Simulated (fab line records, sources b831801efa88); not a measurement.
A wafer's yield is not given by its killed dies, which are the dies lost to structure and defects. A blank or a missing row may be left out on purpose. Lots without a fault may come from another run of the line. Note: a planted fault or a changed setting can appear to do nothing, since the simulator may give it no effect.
Which of the tools did it? || flow gf180mcu || at 1 step of a route of 602, 13 lots with 39 wafers sampled

## WHAT THE GAUGES SHOWED, per wafer
GF_V5_CD_MEAS_14 targets a cd of 260 nm.
{"lot": "L411", "measured": "day 27 14:50", "on": "cd sem-02", "cd nm (nm)": "261.7 260.3 261.8"}
{"lot": "L413", "measured": "day 28 10:55", "on": "cd sem-01", "cd nm (nm)": "260.5 259.4 260.9"}
{"lot": "L415", "measured": "day 29 00:54", "on": "cd sem-02", "cd nm (nm)": "259.6 259.7 260.8"}
{"lot": "L417", "measured": "day 29 13:40", "on": "cd sem-02", "cd nm (nm)": "259.6 257.4 257.7"}
{"lot": "L419", "measured": "day 30 06:46", "on": "cd sem-02", "cd nm (nm)": "260.7 259.5 259.1"}
{"lot": "L421", "measured": "day 30 13:52", "on": "cd sem-01", "cd nm (nm)": "262.6 262.3 262.7"}
{"lot": "L420", "measured": "day 30 17:04", "on": "cd sem-02", "cd nm (nm)": "261.3 261.9 261.1"}
{"lot": "L422", "measured": "day 31 01:52", "on": "cd sem-02", "cd nm (nm)": "257.8 259.0 258.1"}
{"lot": "L426", "measured": "day 31 21:42", "on": "cd sem-01", "cd nm (nm)": "258.6 258.7 259.7"}
{"lot": "L425", "measured": "day 31 22:08", "on": "cd sem-02", "cd nm (nm)": "260.1 261.3 260.3"}
{"lot": "L427", "measured": "day 32 10:44", "on": "cd sem-02", "cd nm (nm)": "258.0 258.3 259.4"}
{"lot": "L428", "measured": "day 32 17:44", "on": "cd sem-01", "cd nm (nm)": "259.2 260.0 260.9"}
{"lot": "L433", "measured": "day 33 22:49", "on": "cd sem-01", "cd nm (nm)": "258.7 260.6 258.7"}

## WHAT TOOL EACH LOT RAN ON (gives the tool, then ch and the chambers of the sampled wafers, and finally the start)
There is no process step in the record ahead of these readings.

## WHAT THE TOOLS THEMSELVES READ (means of the sampled wafers that have a number; where no wafer has one, the mark that the record gives instead)
The record holds no such reading with a usual standard deviation.

## THE ANSWER, worked out from the rows above alone
Rule: what is usual is taken from the lots themselves. The widest of any qualifying gaps counts: lots, ordered by their means at a reading, are off when they make up no more than a third of the lots, leave a main group of 4 or more, and stand apart from it by 3 or more times the standard deviation of that group's means. Not used: any main group whose means are identical at the precision the tables above print for the reading. Also off: a lot with no number at a reading for which 4 or more lots have one. The other lots that the step has rows for count as sound. Order of review: gauges by route order, followed by the tools' own readings, for which a lot's mean as printed above is used. At the first step where some lot is off, the reading lying furthest off is the one used; lots without a number count as furthest.
Across all readings shown, no lot is off: no conclusion can be drawn from this.

## WHAT THE SIMULATOR PUT IN
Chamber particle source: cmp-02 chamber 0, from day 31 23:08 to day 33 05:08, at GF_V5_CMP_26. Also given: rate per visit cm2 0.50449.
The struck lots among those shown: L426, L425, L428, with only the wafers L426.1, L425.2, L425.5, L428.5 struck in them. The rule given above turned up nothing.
